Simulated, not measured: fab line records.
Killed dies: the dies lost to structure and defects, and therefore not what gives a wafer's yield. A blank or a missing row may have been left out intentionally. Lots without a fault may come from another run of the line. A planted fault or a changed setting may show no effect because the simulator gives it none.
Struck lot and sound lot, side by side :: flow gf180mcu :: 16 out of 602 route steps
Sound: the wafers L751.2, L751.5, L751.6. Struck: wafers L745.2, L745.3, L745.4. The cause is named last.
Each step with rows lists, per side, the tool, then ch with its chambers, then its first start. Under that, the readings that differ: sound wafers :: struck wafers :: difference of the means :: sigmas: that difference in standard deviations of wafers without a fault.
alike: readings whose means differ by less than 2 such deviations, and words and numbers that are the same on both sides. not compared: withheld readings, readings that some wafer has no value for, bounds like >300 that may hide the same value, and numbers for which the record gives no deviation and whose values overlap.
The two part at a step that has a row with sigmas, a row that says differs or no value, or rows on one side only. When numbers do not overlap yet have no deviation, they are printed without sigmas and do not part them. A reading missing from all wafers of one side parts the sides only when that side holds two or more wafers.

GF_TOP_METAL_SPUTTER_04: material TiN, target thk 25 nm, time 20.8 s.
  struck on pvd_sputter-02, day 30 20:46; sound on pvd_sputter-01, day 32 12:29
  alike: throttle_valve_pct
GF_TOP_METAL_RS_MEAS_05: the measuring method here is four-point-probe.
  struck on film_metro-03, day 30 20:49; sound on film_metro-03, day 32 12:32
  alike: TOP_METAL_ALCU_RS
GF_TOP_METAL_THK_MEAS_06: measures by xrf.
  struck on film_metro-03, day 30 20:55; sound on film_metro-03, day 32 12:38
  alike: TOP_METAL_ALCU_THK
then, 7 steps without rows for these wafers: GF_TOP_METAL_DEHYDRATE_07 (time 60 s); GF_TOP_METAL_HMDS_08 (prime time 60 s); GF_TOP_METAL_COAT_09 (resist thk 1490 nm); GF_TOP_METAL_SOFTBAKE_10 (time 60 s); GF_TOP_METAL_EXPOSE_11 (exposes mask MetalTop, target cd 440 nm); GF_TOP_METAL_PEB_12; GF_TOP_METAL_DEVELOP_13 (develop time 60 s).
GF_TOP_METAL_CD_MEAS_14: target cd 440 nm.
  struck on cd_sem-01, day 31 14:10; sound on cd_sem-01, day 33 04:28
reading: cd_nm (nm)
sound: 442.5 441.9 441.3
struck: 437.4 436.8 434.9
difference: -5.5
sigmas: -3
GF_TOP_METAL_OVL_MEAS_15:
  struck on overlay-02, day 31 14:16; sound on overlay-02, day 33 04:35
  alike: TOP_METAL_OVL
GF_TOP_METAL_METAL_ETCH_16: etches the open film in Cl2/BCl3, stops on SiO2, target depth 1077.5 nm, time 179.6 s.
  sound on rie_metal-02 ch 0,1, day 33 04:37; struck on rie_metal-03 ch 0,1, day 31 14:17
reading: rf_fwd_power_W (W)
sound: 796.6 790.9 799.1
struck: 926.5 928.1 923.3
difference: +130.4
sigmas: +48

reading: model.NOVOLAK_of_TOP_METAL_COAT_09.thk_nm (nm)
sound: 1052 1055 1055
struck: 985.4 990.6 993.3
difference: -64.2
sigmas: 
  alike: drypump_motor_current_A, oes_product_au, throttle_valve_pct
  not compared: rf_hours_counter_h
GF_TOP_METAL_STRIP_17: strips in O2/N2.
  sound on plasma_asher-01 ch 0,1, day 33 04:47; struck on plasma_asher-04 ch 0,1, day 31 14:28
reading: strip_time_to_endpoint_s (s)
sound: 13.25 13.28 13.28
struck: 12.57 12.63 12.65
difference: -0.65
sigmas: -7
  alike: drypump_motor_current_A, heater_power_w, oes_product_au
  not compared: rf_hours_counter_h
then, 2 steps without rows for these wafers: GF_TOP_METAL_STRIP_18 (strips in post etch residue remover, time 1200 s); GF_PASSIVATION_PROBE_99.

WHERE THEY PART
At GF_TOP_METAL_CD_MEAS_14 first; at GF_TOP_METAL_STRIP_17 last (within this record only).

WHY: what the simulator had put in
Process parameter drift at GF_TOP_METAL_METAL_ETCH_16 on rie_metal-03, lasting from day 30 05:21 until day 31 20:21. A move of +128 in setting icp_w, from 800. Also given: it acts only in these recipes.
